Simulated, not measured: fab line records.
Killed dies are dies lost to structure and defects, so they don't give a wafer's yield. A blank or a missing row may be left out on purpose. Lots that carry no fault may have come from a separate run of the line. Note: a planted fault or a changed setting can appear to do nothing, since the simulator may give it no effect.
Matching of chambers | flow gf180mcu | GF_V3_CMP_04 on cmp-02 has 4 sister chambers
The step polishes SiO2. 24 wafers are shown with their chamber, then 12 later ones without.

== EACH WAFER AND ITS CHAMBER ==
wafer  | chamber | motor-current-A (A) | retaining-ring-pressure-frac | slurry-flow-ml-min
L074.2 | 0       | 13.2                | 0.997                        | 150.0
L074.4 | 3       | 13.4                | 1.006                        | 149.2
L074.6 | 2       | 11.9                | 1.002                        | 149.0
L078.3 | 3       | 13.4                | 0.994                        | 150.2
L078.4 | 1       | 10.7                | 0.993                        | 149.5
L078.6 | 0       | 12.7                | 0.991                        | 149.5
L081.2 | 1       | 9.6                 | 0.993                        | 149.5
L081.5 | 2       | 12.1                | 1.001                        | 148.9
L081.6 | 3       | 13.5                | 0.999                        | 150.3
L082.1 | 1       | 10.9                | 1.005                        | 150.2
L082.2 | 3       | 12.3                | 1.003                        | 149.9
L082.5 | 1       | 9.9                 | 1.001                        | 149.4
L084.1 | 2       | 11.6                | 1.003                        | 149.9
L084.3 | 3       | 13.5                | 1.011                        | 150.4
L084.5 | 2       | 12.6                | 1.005                        | 150.0
L087.1 | 0       | 12.6                | 1.000                        | 149.2
L087.3 | 3       | 13.0                | 1.006                        | 150.2
L087.5 | 0       | 13.0                | 0.994                        | 149.4
L089.1 | 1       | 10.1                | 1.003                        | 149.4
L089.5 | 1       | 10.6                | 0.999                        | 149.9
L089.6 | 2       | 11.9                | 1.002                        | 150.2
L090.2 | 2       | 11.8                | 1.007                        | 149.7
L090.3 | 3       | 12.9                | 1.009                        | 150.0
L090.5 | 0       | 13.1                | 0.993                        | 149.6

SIGNATURES (means of the wafers above)
reading                      | chamber 0 | chamber 1 | chamber 2 | chamber 3 | scatter within a chamber
motor-current-A              | 12.920    | 10.300    | 11.983    | 13.143    | 0.408
retaining-ring-pressure-frac | 0.99500   | 0.99900   | 1.00333   | 1.00400   | 0.00454
slurry-flow-ml-min           | 149.540   | 149.650   | 149.617   | 150.029   | 0.408
Rule: for a wafer and a chamber, the distance is found by dividing, reading by reading, the gap between the wafer's reading and the chamber's mean by the reading's scatter, squaring, summing and taking the root. If the next closest chamber is less than 2 further off than the closest, the wafer can't be placed; otherwise it belongs to the closest. The scatter is the square root of a quotient: the sum, over the shown wafers, of each reading's squared deviation from its chamber's mean, divided by wafers minus chambers.

== WAFERS MISSING THEIR CHAMBER ==
wafer  | motor-current-A (A) | retaining-ring-pressure-frac | slurry-flow-ml-min
L091.2 | 13.5                | 1.003                        | 150.9
L091.4 | 12.7                | 1.002                        | 150.1
L091.6 | 11.8                | 0.995                        | 150.4
L092.2 | 10.3                | 0.996                        | 149.9
L092.4 | 13.8                | 1.003                        | 150.8
L092.6 | 12.1                | 1.005                        | 149.7
L096.4 | 11.8                | 1.004                        | 149.8
L096.5 | 12.5                | 1.008                        | 149.6
L096.6 | 12.9                | 1.004                        | 150.4
L097.1 | 12.1                | 1.005                        | 150.1
L097.3 | 12.9                | 1.008                        | 149.4
L097.5 | 13.4                | 1.004                        | 149.5

== WHICH CHAMBER EACH WENT THROUGH ==
wafer  | from the rows above               | in truth
L091.2 | can't be placed: 3 or 0           | 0
L091.4 | can't be placed: 3 or 0 or 2      | 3
L091.6 | can't be placed: 2 or 0 or 3 or 1 | 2
L092.2 | 1                                 | 1
L092.4 | can't be placed: 3 or 0           | 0
L092.6 | 2                                 | 2
L096.4 | 2                                 | 2
L096.5 | can't be placed: 2 or 3 or 0      | 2
L096.6 | can't be placed: 3 or 0 or 2      | 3
L097.1 | can't be placed: 2 or 3           | 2
L097.3 | can't be placed: 3 or 2 or 0      | 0
L097.5 | can't be placed: 3 or 0           | 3
Correct placement for 3 of the 12. From these rows, 9 cannot be placed; in 9 the true chamber is one of the candidates. Wrongly placed: 0.
